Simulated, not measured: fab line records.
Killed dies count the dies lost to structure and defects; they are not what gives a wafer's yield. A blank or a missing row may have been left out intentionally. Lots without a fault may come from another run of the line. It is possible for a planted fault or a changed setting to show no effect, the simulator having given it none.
A lot that was struck, set against a sound lot | flow sky130 | 15 out of 708 route steps
Sound: the wafers L828.1, L828.4, L828.5. Wafers L833.1, L833.2, L833.3 were the ones struck. The cause is named last.
For every step that has rows: the tool of each side, followed by ch and its chambers, followed by its first start. Under that, the readings that differ: sound wafers | struck wafers | difference of the means | sigmas: that difference in standard deviations of wafers without a fault.
alike: words and numbers the same on both sides, and readings whose means are apart by under 2 such deviations; not compared: readings that were withheld, readings missing a value for some wafer, numbers with overlapping values and no deviation given by the record, and bounds like >300 which may hide the same value.
Wherever a step has rows on one side only, a row that says differs or no value, or a row with sigmas, the two part there. Numbers that have no deviation but don't overlap get no sigmas and don't part them. Lack of a reading on every wafer of one side parts them only where that side has two or more wafers.

first, 1 step without rows for these wafers: SKY_POLY_GATE_OXIDATION_20 (stabilise 600 s, purge 300 s, target thk 4 nm).
SKY_POLY_GATE_THK_MEAS_21:
  sound: film_metro-03 at day 19 08:43; struck: film_metro-01 at day 21 02:15
  alike: POLY_GATE_OXIDATION_THK
SKY_POLY_GATE_CD_MEAS_22:
  sound: cd_sem-01 at day 19 08:46; struck: cd_sem-02 at day 21 02:19
  alike: cd_nm
then, 7 steps without rows for these wafers: SKY_LDD_N_DEHYDRATE_00 (time 60 s); SKY_LDD_N_HMDS_01 (prime time 60 s); SKY_LDD_N_COAT_02 (resist thk 300 nm); SKY_LDD_N_SOFTBAKE_03 (time 60 s); SKY_LDD_N_EXPOSE_04 (exposes mask NTM, target cd 840 nm); SKY_LDD_N_PEB_05; SKY_LDD_N_DEVELOP_06 (develop time 60 s).
SKY_LDD_N_OVL_MEAS_07:
  sound: overlay-02 at day 20 14:58; struck: overlay-01 at day 22 08:50
  alike: LDD_N_OVL
following that, these wafers have no rows for 1 step: SKY_LDD_N_IMPLANT_08.
SKY_LDD_N_IMPLANT_09:
  sound on implanter-01 ch 0, day 20 15:10; struck on implanter-01 ch 0, day 22 09:01
  reading                   | sound                | struck               | difference | sigmas
  beam_energy_keV           | 19.996 19.983 19.988 | 16.982 16.982 16.980 | -3.008     | -99 or more
  model.implant.rp_nm (nm)  | 15.36 15.36 15.36    | 13.63 13.63 13.63    | -1.73      |
  model.implant.drp_nm (nm) | 7.212 7.212 7.212    | 6.449 6.449 6.449    | -0.763     |
following that, these wafers have no rows for 1 step: SKY_LDD_N_IMPLANT_10.
-- the record jumps here: 26 days lie between the struck wafers' starts before and after (it left off in module LDD_N and takes up again in module PAD_OPEN, whose first step shown is number 708 of the route) --
SKY_PAD_OPEN_PROBE_99:
  sound: prober-02 at day 47 14:38; struck: prober-02 at day 48 19:08
  reading                     | sound             | struck            | difference | sigmas
  model.etest.tip_n.rs_ohm_sq | 443.9 446.3 446.7 | 452.1 456.9 454.4 | +8.8       |
  alike: killed_at_M0_to_M3, killed_at_M4_up, killed_at_contacts, killed_at_front_end, killed_at_other, killed_dies, killed_open, killed_short

## WHERE THEY PART
Only at SKY_LDD_N_IMPLANT_09, as far as this record shows. Later steps at which nothing parts them and some readings are alike: SKY_PAD_OPEN_PROBE_99.

WHY: whatever the simulator had introduced
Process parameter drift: implanter-01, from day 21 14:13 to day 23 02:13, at SKY_LDD_N_IMPLANT_09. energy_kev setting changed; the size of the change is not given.
